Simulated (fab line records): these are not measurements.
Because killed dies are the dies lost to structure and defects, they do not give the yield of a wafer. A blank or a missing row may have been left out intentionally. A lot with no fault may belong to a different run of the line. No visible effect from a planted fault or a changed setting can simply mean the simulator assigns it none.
fab line records	flow gf180mcu
record lots=13	wafers=39	last-day=34
route steps=602 shown CONTACT@302 M1@330 V1@338
lots untouched by any fault: they come from a run of this same line in which no faults occurred
start-h: hours from the record's opening day to when the first of the lot's shown wafers began	wait-h: hours from the lot's prior step to this one	" the same as in the row above	L1.1+2: several wafers, shown together as one row	- no value present, or no start provided	* or withheld: withheld	< > ~ a bound
route shown NAME@n: NAME is a module with steps in the file, n the number in the route of the first one	usual: mean/standard deviation taken from wafers without a fault	same: alike in all rows	chamber/n: place in a boat	sites: the reading at each site	_std_site: how widely they spread, as a standard deviation	_edge_site: outer sites' mean less inner sites'	radius-mm: how far each site lies from the wafer's centre	mask NAME#n: copy n	behind: the last tool/chamber to shape the wafer	hold: the reason the lot was held/the length of the hold in hours/how it ended	device: whichever transistor did not switch (one of n, p or np)	end of line: tests of these same wafers at the route's end	a step with no rows: only its recipe	killed: count of dies lost to structure and defects at first sort (not the wafer's yield)	map: a wafer's dies, marking killed ones x, the rest . and places with no die _
set.NAME: setting as actually run; set.NAME@STEP: the setting as run at that earlier step	model.NAME: the simulator's own value behind a step, which no gauge read
one table for each step of the route and one row for each wafer, over a sample of lots
services: the hour from which a tool's chamber was out of use, counted from the record's first day as start-h (under 0 if before that day), plus the number of hours and why
## steps
# step GF_CONTACT_OVL_MEAS_15
# usual CONTACT_OVL=6/5.8
lot.wafer	tool	chamber	start-h	wait-h	CONTACT_OVL[nm]
L609.1	overlay-02	-	365.95	0.1	1
L609.4	"	-	"	"	12
L609.6	"	-	"	"	9
L610.2	overlay-01	-	372.78	0.1	4
L610.5	"	-	"	"	0
L610.6	"	-	"	"	11
L612.1	overlay-02	-	383.82	0.1	-3
L612.2	"	-	"	"	4
L612.6	"	-	"	"	4
L611.2	overlay-01	-	384.20	0.1	-6
L611.3	"	-	"	"	4
L611.4	"	-	"	"	-1
L613.2	overlay-01	-	400.60	0.1	3
L613.3	"	-	"	"	4
L613.6	"	-	"	"	12
L614.2	overlay-01	-	403.05	0.1	12
L614.5	"	-	"	"	0
L614.6	"	-	"	"	13
L615.1	overlay-02	-	411.62	0.1	0
L615.4	"	-	"	"	2
L615.6	"	-	"	"	4
L616.1	overlay-01	-	417.99	0.1	3
L616.5	"	-	"	"	10
L616.6	"	-	"	"	13
L617.3	overlay-02	-	428.05	0.1	13
L617.4	"	-	"	"	5
L617.5	"	-	"	"	2
L621.2	overlay-02	-	465.22	0.1	11
L621.3	"	-	"	"	6
L621.4	"	-	"	"	9
L631.1	overlay-02	-	552.12	0.1	3
L631.2	"	-	"	"	9
L631.5	"	-	"	"	2
L630.1	overlay-01	-	555.47	0.1	13
L630.3	"	-	"	"	3
L630.5	"	-	"	"	6
L632.1	overlay-01	-	561.67	0.1	14
L632.3	"	-	"	"	19
L632.6	"	-	"	"	9
# step GF_M1_OVL_MEAS_15
# usual M1_OVL=1/5.4
lot.wafer	tool	chamber	start-h	wait-h	M1_OVL[nm]
L609.1	overlay-02	-	390.00	0.1	2
L609.4	"	-	"	"	6
L609.6	"	-	"	"	8
L610.2	overlay-01	-	397.77	0.1	-10
L610.5	"	-	"	"	-9
L610.6	"	-	"	"	-10
L612.1	overlay-01	-	408.55	0.1	4
L612.2	"	-	"	"	-12
L612.6	"	-	"	"	-4
L611.2	overlay-02	-	409.12	0.1	-8
L611.3	"	-	"	"	3
L611.4	"	-	"	"	-4
L613.2	overlay-01	-	426.00	0.1	7
L613.3	"	-	"	"	4
L613.6	"	-	"	"	9
L614.2	overlay-01	-	428.25	0.1	-4
L614.5	"	-	"	"	5
L614.6	"	-	"	"	-4
L615.1	overlay-02	-	436.65	0.1	-1
L615.4	"	-	"	"	-3
L615.6	"	-	"	"	-2
L616.1	overlay-02	-	443.62	0.1	1
L616.5	"	-	"	"	-2
L616.6	"	-	"	"	0
L617.3	overlay-02	-	453.81	0.1	-1
L617.4	"	-	"	"	7
L617.5	"	-	"	"	-7
L621.2	overlay-01	-	490.65	0.1	-4
L621.3	"	-	"	"	2
L621.4	"	-	"	"	-3
L631.1	overlay-01	-	575.79	0.1	6
L631.2	"	-	"	"	5
L631.5	"	-	"	"	6
L630.1	overlay-02	-	579.04	0.1	-5
L630.3	"	-	"	"	-4
L630.5	"	-	"	"	-6
L632.1	overlay-01	-	584.87	0.1	-3
L632.3	"	-	"	"	-4
L632.6	"	-	"	"	4
# step GF_M1_METAL_ETCH_16
# recipe chemistry=Cl2/BCl3	mask-material=KrF	target-depth-nm=627.5	stop-on=SiO2	pressure-mtorr=8	icp-w=800	bias-w=140	Cl2_flow_sccm=80	bcl3-flow-sccm=40	time-s=104.6
# usual chamber-pressure-mTorr=8.000/0.0073	drypump-motor-current-A=5.5/0.46	oes-product-au=0.972/0.0068	throttle-valve-pct=28.249/0.0099
lot.wafer	tool	chamber	start-h	wait-h	chamber-pressure-mTorr	drypump-motor-current-A	oes-product-au	rf-hours-counter-h	throttle-valve-pct
L609.1	rie-metal-03	1	390.03	0.0	7.994	5.5	0.968	5.5	28.245
L609.4	"	1	"	"	7.999	5.5	0.967	-	28.226
L609.6	"	1	"	"	8.002	5.5	0.959	-	28.259
L610.2	rie-metal-01	1	397.80	0.0	8.005	4.7	0.984	8.0	28.250
L610.5	"	1	"	"	7.999	4.7	0.982	-	28.225
L610.6	"	0	"	"	8.002	6.4	0.980	-	28.246
L612.1	rie-metal-01	0	408.58	0.0	7.997	6.4	0.962	5.8	28.256
L612.2	"	1	"	"	8.004	4.7	0.966	8.3	28.239
L612.6	"	1	"	"	8.001	4.7	0.973	-	28.256
L611.2	rie-metal-03	1	409.15	0.0	8.005	5.5	0.973	5.9	28.258
L611.3	"	1	"	"	7.994	5.5	0.978	-	28.250
L611.4	"	0	"	"	7.993	5.7	0.968	-	28.238
L613.2	rie-metal-03	0	426.03	0.0	7.992	5.7	0.976	5.0	28.247
L613.3	"	1	"	"	7.995	5.5	0.979	-	28.249
L613.6	"	0	"	"	7.998	5.7	0.975	-	28.249
L614.2	rie-metal-04	1	428.28	0.0	7.991	5.0	0.964	9.7	28.241
L614.5	"	0	"	"	8.002	5.4	0.972	-	28.229
L614.6	"	1	"	"	8.001	5.0	0.973	-	28.251
L615.1	rie-metal-04	1	436.68	0.0	8.009	5.0	0.969	9.8	28.261
L615.4	"	0	"	"	8.000	5.4	0.976	-	28.249
L615.6	"	0	"	"	7.996	5.4	0.971	-	28.252
L616.1	rie-metal-04	0	443.65	0.0	7.999	5.4	0.973	8.1	28.244
L616.5	"	0	"	"	7.986	5.4	0.969	-	28.233
L616.6	"	1	"	"	8.012	5.0	0.966	-	28.255
L617.3	rie-metal-03	0	453.87	0.1	7.996	5.7	0.979	-	28.246
L617.4	"	1	"	"	8.012	5.5	0.980	-	28.245
L617.5	"	1	"	"	7.990	5.5	0.977	-	28.230
L621.2	rie-metal-03	0	490.68	0.0	8.006	5.7	0.969	6.3	28.259
L621.3	"	1	"	"	7.995	5.5	0.799	-	28.446
L621.4	"	0	"	"	7.999	5.7	0.958	-	28.252
L631.1	rie-metal-03	0	575.83	0.0	7.986	5.7	0.975	8.5	28.249
L631.2	"	1	"	"	7.999	5.5	0.977	9.7	28.241
L631.5	"	0	"	"	7.990	5.7	0.974	-	28.245
L630.1	rie-metal-01	1	579.08	0.0	8.003	4.7	0.966	0.0	28.255
L630.3	"	1	"	"	8.004	4.7	0.968	-	28.250
L630.5	"	0	"	"	8.019	6.4	0.967	-	28.245
L632.1	rie-metal-01	0	584.90	0.0	7.998	6.4	0.971	10.2	28.245
L632.3	"	0	"	"	8.001	6.4	0.973	-	28.259
L632.6	"	0	"	"	7.996	6.4	0.968	-	28.250
# step GF_M1_STRIP_17
# recipe chemistry=O2/N2	power-w=1400	pressure-mtorr=1500	platen-temp-c=250	o2-flow-sccm=3000	n2-flow-sccm=300	overash-fraction=0.5
# usual chamber-pressure-mTorr=1499.9/1.3	drypump-motor-current-A=5.6/0.55	heater-power-w=367/65	oes-product-au=0.558/0.0046	platen-temp-c=250.01/0.2	strip-time-to-endpoint-s=7.87/0.04
lot.wafer	tool	chamber	start-h	wait-h	chamber-pressure-mTorr	drypump-motor-current-A	heater-power-w	oes-product-au	platen-temp-c	rf-hours-counter-h	strip-time-to-endpoint-s
L609.1	plasma-asher-03	1	390.15	0.1	1502.5	5.8	324	0.558	249.74	64	7.84
L609.4	"	1	"	"	1500.2	5.8	330	0.561	249.81	-	7.89
L609.6	"	1	"	"	1500.8	5.8	319	0.561	249.85	-	7.88
L610.2	plasma-asher-03	0	397.91	0.1	1500.9	6.3	354	0.566	249.67	66	7.89
L610.5	"	0	"	"	1499.9	6.2	348	0.556	249.69	-	7.89
L610.6	"	1	"	"	1499.8	5.8	321	0.556	249.52	-	7.95
L612.1	plasma-asher-04	1	408.69	0.1	1497.8	4.7	389	0.553	249.99	76	7.95
L612.2	"	0	"	"	1499.6	5.8	278	0.565	249.83	76	7.94
L612.6	"	0	"	"	1500.0	5.8	282	0.560	250.07	-	7.89
L611.2	plasma-asher-04	0	409.27	0.1	1497.1	5.8	277	0.558	250.25	76	7.86
L611.3	"	0	"	"	1500.7	5.8	272	0.554	250.25	-	7.85
L611.4	"	1	"	"	1502.4	4.7	382	0.555	250.13	-	7.84
L613.2	plasma-asher-04	1	426.14	0.1	1499.7	4.7	386	0.549	249.98	78	7.91
L613.3	"	0	"	"	1497.1	5.8	269	0.557	250.21	-	7.90
L613.6	"	0	"	"	1498.8	5.8	276	0.559	250.02	-	7.91
L614.2	plasma-asher-02	1	428.39	0.1	1500.6	4.9	342	0.555	249.93	37	7.85
L614.5	"	1	"	"	1499.8	4.9	351	0.556	249.90	-	7.82
L614.6	"	0	"	"	1499.4	6.0	484	0.558	249.93	-	7.85
L615.1	plasma-asher-02	0	436.79	0.1	1502.8	6.0	472	0.560	249.91	38	7.91
L615.4	"	0	"	"	1500.0	6.0	483	0.561	250.16	-	7.84
L615.6	"	0	"	"	1497.8	6.0	486	0.558	250.11	-	7.89
L616.1	plasma-asher-02	0	443.77	0.1	1498.4	6.0	485	0.562	249.95	39	7.87
L616.5	"	0	"	"	1500.7	6.0	473	0.559	250.25	-	7.86
L616.6	"	1	"	"	1500.2	4.9	343	0.558	250.03	-	7.91
L617.3	plasma-asher-02	1	453.98	0.1	1499.2	4.9	350	0.568	250.19	-	7.93
L617.4	"	0	"	"	1500.9	5.9	480	0.550	250.10	-	7.94
L617.5	"	1	"	"	1500.7	4.9	343	0.555	250.11	-	7.89
L621.2	plasma-asher-03	0	490.79	0.1	1499.3	6.2	356	0.558	250.39	75	7.86
L621.3	"	0	"	"	1498.9	6.2	349	0.601	250.12	-	8.65
L621.4	"	1	"	"	1501.9	5.8	320	0.551	249.81	-	7.82
L631.1	plasma-asher-04	1	575.94	0.1	1499.4	4.7	383	0.554	249.73	95	7.82
L631.2	"	0	"	"	1501.9	5.8	274	0.545	249.79	95	7.85
L631.5	"	1	"	"	1500.0	4.7	385	0.565	250.14	-	7.87
L630.1	plasma-asher-02	1	579.19	0.1	1502.1	4.9	342	0.551	249.96	52	7.81
L630.3	"	1	"	"	1500.3	4.9	352	0.555	249.60	-	7.83
L630.5	"	0	"	"	1501.2	6.0	469	0.555	249.83	-	7.86
L632.1	plasma-asher-04	0	585.13	0.2	1500.8	5.8	281	0.559	250.13	96	7.90
L632.3	"	1	"	"	1497.1	4.7	395	0.567	250.01	-	7.90
L632.6	"	1	"	"	1500.4	4.7	387	0.559	250.17	-	7.87
# step GF_V1_THK_MEAS_03
# recipe reads=SiO2_of_V1_CVD_02
# usual V1_CVD_02_THK=849/9.1
lot.wafer	tool	chamber	start-h	wait-h	V1_CVD_02_THK[nm]
L609.1	film-metro-02	-	390.89	0.0	841
L609.4	"	-	"	"	848
L609.6	"	-	"	"	847
L610.2	film-metro-04	-	398.80	0.0	841
L610.5	"	-	"	"	858
L610.6	"	-	"	"	867
L612.1	film-metro-04	-	409.43	0.0	842
L612.2	"	-	"	"	843
L612.6	"	-	"	"	845
L611.2	film-metro-02	-	410.02	0.0	847
L611.3	"	-	"	"	847
L611.4	"	-	"	"	859
L613.2	film-metro-02	-	427.34	0.0	847
L613.3	"	-	"	"	842
L613.6	"	-	"	"	855
L614.2	film-metro-02	-	429.14	0.0	844
L614.5	"	-	"	"	864
L614.6	"	-	"	"	843
L615.1	film-metro-04	-	437.56	0.0	837
L615.4	"	-	"	"	862
L615.6	"	-	"	"	855
L616.1	film-metro-01	-	444.53	0.0	843
L616.5	"	-	"	"	863
L616.6	"	-	"	"	862
L617.3	film-metro-01	-	454.73	0.1	844
L617.4	"	-	"	"	843
L617.5	"	-	"	"	849
L621.2	film-metro-01	-	491.54	0.0	839
L621.3	"	-	"	"	845
L621.4	"	-	"	"	855
L631.1	film-metro-04	-	576.72	0.0	831
L631.2	"	-	"	"	836
L631.5	"	-	"	"	843
L630.1	film-metro-01	-	579.96	0.0	837
L630.3	"	-	"	"	842
L630.5	"	-	"	"	856
L632.1	film-metro-04	-	585.87	0.0	831
L632.3	"	-	"	"	845
L632.6	"	-	"	"	855
## services
tool	chamber	start-h	hours	kind
rie-metal-01	-	369.60	2.8	pm
plasma-asher-04	-	388.14	4.9	repair
plasma-asher-03	-	404.46	2.8	pm
rie-metal-04	-	458.94	0.4	repair
rie-metal-04	0	467.71	3.2	repair
rie-metal-03	-	474.17	1.4	pm
plasma-asher-02	-	483.38	1.5	repair
rie-metal-04	1	500.72	-	clean
rie-metal-04	1	500.72	17.8	scheduled-down
rie-metal-04	1	500.72	17.8	vent-cycle
plasma-asher-02	-	537.99	14.6	pm
plasma-asher-04	-	543.61	2.6	repair
rie-metal-01	1	547.45	-	clean
rie-metal-01	1	547.45	28.6	scheduled-down
rie-metal-01	1	547.45	28.6	vent-cycle
plasma-asher-02	-	572.41	1.2	repair
rie-metal-01	1	582.99	19.5	repair
## key
first-sign step=GF_M1_METAL_ETCH_16	reading=oes-product-au	direction=down	sigmas=25	usual=0.972	struck=0.799
effect step=GF_M1_METAL_ETCH_16	reading=throttle-valve-pct	direction=up	sigmas=20	usual=28.249	struck=28.446
effect step=GF_M1_STRIP_17	reading=strip-time-to-endpoint-s	direction=up	sigmas=19	usual=*	struck=*
met-at GF_M1_METAL_ETCH_16
struck-lots L621
struck-wafers L621.3
sort-left-out L621.3
not-acting-at GF_CONTACT_OVL_MEAS_15,GF_M1_OVL_MEAS_15,GF_V1_THK_MEAS_03
onset-between 453.87 490.68
fault kind=process-parameter-drift	tool=rie-metal-03	chamber=1	onset-h=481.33	steps=GF_M1_METAL_ETCH_16	channel=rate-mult	offset=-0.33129	shape=step	end-h=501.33
# sort-left-out: the simulated sort isn't trusted on such a fault, so these wafers' sort isn't shown, and their yield isn't known
